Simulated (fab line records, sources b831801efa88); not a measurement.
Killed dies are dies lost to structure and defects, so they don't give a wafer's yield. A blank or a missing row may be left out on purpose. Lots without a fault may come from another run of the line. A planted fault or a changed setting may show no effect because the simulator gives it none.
Problem report in the 8D (eight disciplines) form, filled by code | flow sky130 | the parts of the form that need people (team, actions taken, sign-off) are left out

1. THE PROBLEM
killed_at_M4_up at SKY_PAD_OPEN_PROBE_99 reads a mean of 112.3 on 3 wafers of 2 lots; wafers without a fault read 2.8 with a standard deviation of 1.6. That is +68 standard deviations from the usual mean.
First seen on wafer L496.4, day 52 17:35, on prober-01. The record holds 30 wafers of 10 lots with a number at this step. Rule for "out", or "out of limits": more than 4 standard deviations from the usual mean. The other wafers with a number count as sound.

2. WHAT IT IS AND WHAT IT IS NOT
question                    | is                                                                                                                   | is not
which readings at this step | killed_at_M4_up, defect_limited_yield, killed_dies, killed_on_rim, sort_bin_3_pad_short, sort_n_pass, sort_yield_pct | killed_at_M0_to_M3, killed_at_contacts, killed_at_front_end, killed_at_other, killed_open, killed_short, sort_bin_5_function, sort_bin_6_memory
which lots                  | L494, L496                                                                                                           | L475, L482, L483, L485, L487, L488, L489, L493
which wafers of those lots  | L494.1, L496.4, L496.6                                                                                               | L494.3, L494.5, L496.5
read on which tools         | prober-01, prober-02                                                                                                 | -
when                        | from day 52 17:35                                                                                                    | up to then (24 sound wafers); but 3 sound wafers of L494, L496 came after

3. SUSPECTS, AND WHAT RULES EACH OUT
Counting: a tool at a process step up to the reading stays a suspect if it ran every lot that is out. Sound lots after the first of them don't rule it out here, since some wafers of a struck lot are sound.
- iline_stepper-02 at SKY_VIA4_EXPOSE_08 (exposes mask VIM4, target cd 800 nm): kept. It ran every lot that is out, first L496 (day 49 23:57); its last sound lot up to then is L493 (day 49 20:21).
Left after counting: iline_stepper-02 at SKY_VIA4_EXPOSE_08.

4. THE CAUSE (what the simulator had put in)
Process parameter drift: iline_stepper-02, from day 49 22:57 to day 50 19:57, at SKY_VIA4_EXPOSE_08. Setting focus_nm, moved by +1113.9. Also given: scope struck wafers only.
Counting left only this tool.

5. THE CHAIN OF EFFECTS, in route order
Each row: a reading whose mean over the struck wafers that have a number lies more than 3 standard deviations from the usual. Only readings for which the record gives a usual standard deviation are gone through. hours: the time from each lot's start at the first step in this table that gives one to its start at this step, as a median over the lots. sigmas: the change in usual standard deviations.
hours | step                  | reading              | usual  | on struck wafers | change | sigmas
0     | SKY_PAD_OPEN_PROBE_99 | defect_limited_yield | 82.5 % | 61.0             | -21.5  | -12
0     | SKY_PAD_OPEN_PROBE_99 | killed_at_M4_up      | 2.8    | 112.3            | +109.5 | +68
0     | SKY_PAD_OPEN_PROBE_99 | killed_dies          | 86     | 192              | +106   | +12
0     | SKY_PAD_OPEN_PROBE_99 | killed_on_rim        | 17     | 68               | +51    | +13
0     | SKY_PAD_OPEN_PROBE_99 | sort_bin_3_pad_short | 0.8 %  | 23.1             | +22.3  | +53
0     | SKY_PAD_OPEN_PROBE_99 | sort_n_pass          | 406    | 300              | -106   | -12
0     | SKY_PAD_OPEN_PROBE_99 | sort_yield_pct       | 82.5 % | 61.0             | -21.5  | -12
The process steps in it:
- SKY_PAD_OPEN_PROBE_99

6. WHAT WOULD HAVE CAUGHT IT SOONER
In this record the first reading out of limits was taken at day 52 17:35, 67 hours after the fault began at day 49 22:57.
All the lots that are out (2) had begun SKY_VIA4_EXPOSE_08 on iline_stepper-02 by day 52 17:35. A hold on the tool at that time would have spared none of them.
